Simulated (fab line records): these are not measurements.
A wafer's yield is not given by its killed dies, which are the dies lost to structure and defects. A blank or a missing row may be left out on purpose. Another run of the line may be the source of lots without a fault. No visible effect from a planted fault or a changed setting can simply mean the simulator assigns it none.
Chamber matching | flow sky130 | SKY_VIA2_ETCH_14 on rie diel-02: 4 sister chambers
The step etches BARC in N2/H2, stops on SiO2, time 45.9 s, target depth 60 nm. 4 wafers are shown with their chamber, then 9 later ones without.

WAFERS PAIRED WITH THEIR CHAMBERS
wafer  | chamber | drypump motor current A (A)
L081.5 | 2       | 6.4
L083.1 | 0       | 5.1
L083.4 | 1       | 6.3
L083.5 | 3       | 5.5

WAFERS WITH NO CHAMBER GIVEN
wafer  | drypump motor current A (A)
L085.1 | 5.1
L085.3 | 6.4
L085.6 | 5.4
L088.1 | 5.1
L088.3 | 6.4
L088.4 | 6.3
L090.3 | 6.4
L090.5 | 5.5
L090.6 | 6.4

WHICH CHAMBER EACH WENT THROUGH
wafer  | from the rows above | in truth
L085.1 | 0                   | 0
L085.3 | 2                   | 2
L085.6 | 3                   | 3
L088.1 | 0                   | 0
L088.3 | 2                   | 2
L088.4 | 1                   | 1
L090.3 | 2                   | 2
L090.5 | 3                   | 3
L090.6 | 2                   | 2
Placed correctly: 9 of 9. Number that these rows cannot place: 0. Placed wrongly: 0.
How it was worked out, from the rows above alone: a wafer's distance from a chamber is the root of the sum, over the readings, of the square of ((its reading less the chamber's mean) divided by the reading's scatter). If the next closest chamber is less than 2 further off than the closest, the wafer can't be placed; otherwise it belongs to the closest. Each chamber's mean is taken over the wafers shown for it. The scatter: root of mean squared gap, hidden wafer to nearest shown wafer, with one shown wafer a chamber.
